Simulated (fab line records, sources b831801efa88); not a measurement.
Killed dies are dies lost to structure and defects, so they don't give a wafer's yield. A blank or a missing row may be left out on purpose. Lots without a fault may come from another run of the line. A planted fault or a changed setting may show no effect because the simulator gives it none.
Which tool did it? | flow gf180mcu | 11 lots, 32 wafers sampled, at 6 steps of a route of 602

WHAT THE GAUGES READ, wafer by wafer
GF_V5_BOW_MEAS_05.
lot  | measured     | on            | V5_BOW (um)
L590 | day 27 11:41 | film_metro-04 | 130 134 136
L593 | day 28 11:44 | film_metro-03 | 133 123 131
L594 | day 28 14:43 | film_metro-02 | 126 135 132
L595 | day 29 01:38 | film_metro-04 | 160 174 163
L600 | day 30 12:10 | film_metro-04 | 127 122
L601 | day 30 15:48 | film_metro-04 | 142 132 127
L602 | day 31 01:43 | film_metro-02 | 129 129 117
L603 | day 31 05:55 | film_metro-03 | 123 118 138
L608 | day 32 10:30 | film_metro-04 | 142 145 144
L609 | day 32 17:37 | film_metro-02 | 147 139 147
L610 | day 32 18:47 | film_metro-02 | 156 140 164

GF_TOP_METAL_RS_MEAS_05: measures by four-point-probe.
lot  | measured     | on            | TOP_METAL_ALCU_RS (ohm/sq)
L590 | day 28 08:53 | film_metro-03 | 0.0333 0.0330 0.0334
L593 | day 29 08:19 | film_metro-03 | 0.0326 0.0327 0.0325
L594 | day 29 11:16 | film_metro-01 | 0.0325 0.0327 0.0325
L595 | day 29 22:25 | film_metro-01 | 0.0328 0.0331 0.0329
L600 | day 31 04:22 | film_metro-03 | 0.0317 0.0325
L601 | day 31 11:02 | film_metro-04 | 0.0330 0.0332 0.0336
L602 | day 31 18:40 | film_metro-01 | 0.0314 0.0326 0.0324 0.0314 0.0325 0.0325
L603 | day 32 01:19 | film_metro-03 | 0.0329 0.0327 0.0325
L608 | day 33 04:34 | film_metro-04 | 0.0327 0.0326 0.0328
L609 | day 33 11:31 | film_metro-03 | 0.0327 0.0330 0.0326
L610 | day 33 12:21 | film_metro-04 | 0.0328 0.0330 0.0328

GF_TOP_METAL_THK_MEAS_06: measures by xrf.
lot  | measured     | on            | TOP_METAL_ALCU_THK (nm)
L590 | day 28 09:01 | film_metro-03 | 887 896 879
L593 | day 29 08:26 | film_metro-03 | 898 908 912
L594 | day 29 11:23 | film_metro-01 | 915 908 917
L595 | day 29 22:31 | film_metro-01 | 907 899 910
L600 | day 31 04:28 | film_metro-03 | 926 902
L601 | day 31 11:10 | film_metro-04 | 896 894 888
L602 | day 31 21:32 | film_metro-01 | 944 911 918 951 915 915
L603 | day 32 01:26 | film_metro-03 | 897 897 902
L608 | day 33 04:40 | film_metro-04 | 899 909 908
L609 | day 33 11:37 | film_metro-03 | 895 891 907
L610 | day 33 12:28 | film_metro-04 | 902 899 903

WHICH TOOL RAN EACH LOT (tool, then ch and the chambers of the sampled wafers, then the start)
lot  | GF_M5_PEB_05                                 | GF_V5_ETCH_16                      | GF_TOP_METAL_SPUTTER_02
L590 | litho_track-01 ch 0, day 27 11:41 or earlier | rie_diel-01 ch 2,3, day 28 07:13   | pvd_sputter-04, day 28 08:48
L593 | litho_track-04 ch 0, day 28 11:44 or earlier | rie_diel-03 ch 0,2,3, day 29 06:43 | pvd_sputter-03, day 29 08:13
L594 | litho_track-04 ch 0, day 28 14:43 or earlier | rie_diel-02 ch 0,1, day 29 09:39   | pvd_sputter-04, day 29 11:10
L595 | litho_track-02 ch 0, day 29 01:38 or earlier | rie_diel-02 ch 0,2,3, day 29 20:38 | pvd_sputter-03, day 29 22:17
L600 | litho_track-01 ch 0, day 30 12:10 or earlier | rie_diel-03 ch 3, day 31 02:41     | pvd_sputter-04, day 31 04:14
L601 | litho_track-02 ch 0, day 30 15:48 or earlier | rie_diel-02 ch 2,3, day 31 09:26   | pvd_sputter-03, day 31 10:57
L602 | litho_track-04 ch 0, day 31 01:43 or earlier | rie_diel-01 ch 1,2, day 31 17:02   | pvd_sputter-04, day 31 18:32
L603 | litho_track-01 ch 0, day 31 05:55 or earlier | rie_diel-01 ch 1,2,3, day 31 23:32 | pvd_sputter-03, day 32 01:13
L608 | litho_track-04 ch 0, day 32 10:30 or earlier | rie_diel-03 ch 2,3, day 33 02:56   | pvd_sputter-03, day 33 04:27
L609 | litho_track-01 ch 0, day 32 17:37 or earlier | rie_diel-02 ch 1,2, day 33 09:41   | pvd_sputter-02, day 33 11:24
L610 | litho_track-04 ch 0, day 32 18:47 or earlier | rie_diel-02 ch 0,1,3, day 33 10:44 | pvd_sputter-03, day 33 12:14
- GF_M5_PEB_05: peb time 91.37 s.
- GF_V5_ETCH_16: etches BARC in N2/H2.
- GF_TOP_METAL_SPUTTER_02: material AlCu, target thk 900 nm, time 47.82 s.

WHAT THE TOOLS THEMSELVES READ (means of the sampled wafers that have a number; where no wafer has one, the mark that the record gives instead)
GF_M5_PEB_05.
lot  | tool           | plate_sensor_t_centre_C (C) | plate_sensor_t_edge_C (C)
L590 | litho_track-01 | 136.13                      | 136.30
L593 | litho_track-04 | 136.13                      | 136.29
L594 | litho_track-04 | 136.13                      | 136.28
L595 | litho_track-02 | 136.12                      | 136.30
L600 | litho_track-01 | 136.13                      | 136.28
L601 | litho_track-02 | 136.12                      | 136.30
L602 | litho_track-04 | 136.13                      | 136.31
L603 | litho_track-01 | 136.13                      | 136.30
L608 | litho_track-04 | 136.13                      | 136.29
L609 | litho_track-01 | 136.13                      | 136.30
L610 | litho_track-04 | 136.13                      | 136.29

GF_V5_ETCH_16.
lot  | tool        | bias_w (W) | drypump_motor_current_A (A) | oes_product_au (a.u.) | rf_fwd_power_W (W) | throttle_valve_pct (%)
L590 | rie_diel-01 | 100.14     | 5.6                         | 0.853                 | 492.4              | 13.225
L593 | rie_diel-03 | 99.87      | 5.9                         | 0.853                 | 495.7              | 13.222
L594 | rie_diel-02 | 99.84      | 5.7                         | 0.857                 | 494.7              | 13.224
L595 | rie_diel-02 | 99.83      | 5.9                         | 0.850                 | 493.4              | 13.233
L600 | rie_diel-03 | 100.09     | 5.5                         | 0.855                 | 496.0              | 13.220
L601 | rie_diel-02 | 99.61      | 6.2                         | 0.855                 | 493.5              | 13.217
L602 | rie_diel-01 | 100.04     | 5.8                         | 0.850                 | 491.7              | 13.218
L603 | rie_diel-01 | 99.92      | 5.7                         | 0.857                 | 491.9              | 13.220
L608 | rie_diel-03 | 99.88      | 5.9                         | 0.857                 | 497.8              | 13.218
L609 | rie_diel-02 | 100.00     | 6.1                         | 0.855                 | 491.8              | 13.227
L610 | rie_diel-02 | 100.12     | 5.9                         | 0.855                 | 494.0              | 13.218

GF_TOP_METAL_SPUTTER_02.
lot  | tool           | chamber_pressure_pa (Pa) | throttle_valve_pct (%)
L590 | pvd_sputter-04 | 0.3004                   | 30.3
L593 | pvd_sputter-03 | 0.2998                   | 30.3
L594 | pvd_sputter-04 | 0.3005                   | 30.5
L595 | pvd_sputter-03 | 0.3001                   | 29.6
L600 | pvd_sputter-04 | 0.3009                   | 30.6
L601 | pvd_sputter-03 | 0.3001                   | 29.8
L602 | pvd_sputter-04 | 0.3002                   | 30.0
L603 | pvd_sputter-03 | 0.3002                   | 30.4
L608 | pvd_sputter-03 | 0.3003                   | 29.8
L609 | pvd_sputter-02 | 0.2999                   | 30.1
L610 | pvd_sputter-03 | 0.3008                   | 29.0

THE ANSWER, worked out from the rows above alone
Rule: what is usual is taken from the lots themselves. Put in order of their means at a reading, lots are off if they are a third of the lots or fewer, leave a main group of 4 or more, and stand apart from it by a gap of 3 or more times the standard deviation of the main group's means; of several such gaps the widest counts. A main group whose means are all the same, to the digits that the tables above print for the reading, isn't used. A lot without any number at a reading at which 4 lots or more have one is off too. The other lots that the step has rows for count as sound. The gauges are gone through in route order, then the tools' own readings, and for those a lot's mean is taken as printed above. The first step at which some lot is off is used, and at that step the reading that is off furthest; a lot without a number counts as furthest.
No lot is off at any reading shown: from this, nothing can be told.

WHAT THE SIMULATOR HAD PUT IN
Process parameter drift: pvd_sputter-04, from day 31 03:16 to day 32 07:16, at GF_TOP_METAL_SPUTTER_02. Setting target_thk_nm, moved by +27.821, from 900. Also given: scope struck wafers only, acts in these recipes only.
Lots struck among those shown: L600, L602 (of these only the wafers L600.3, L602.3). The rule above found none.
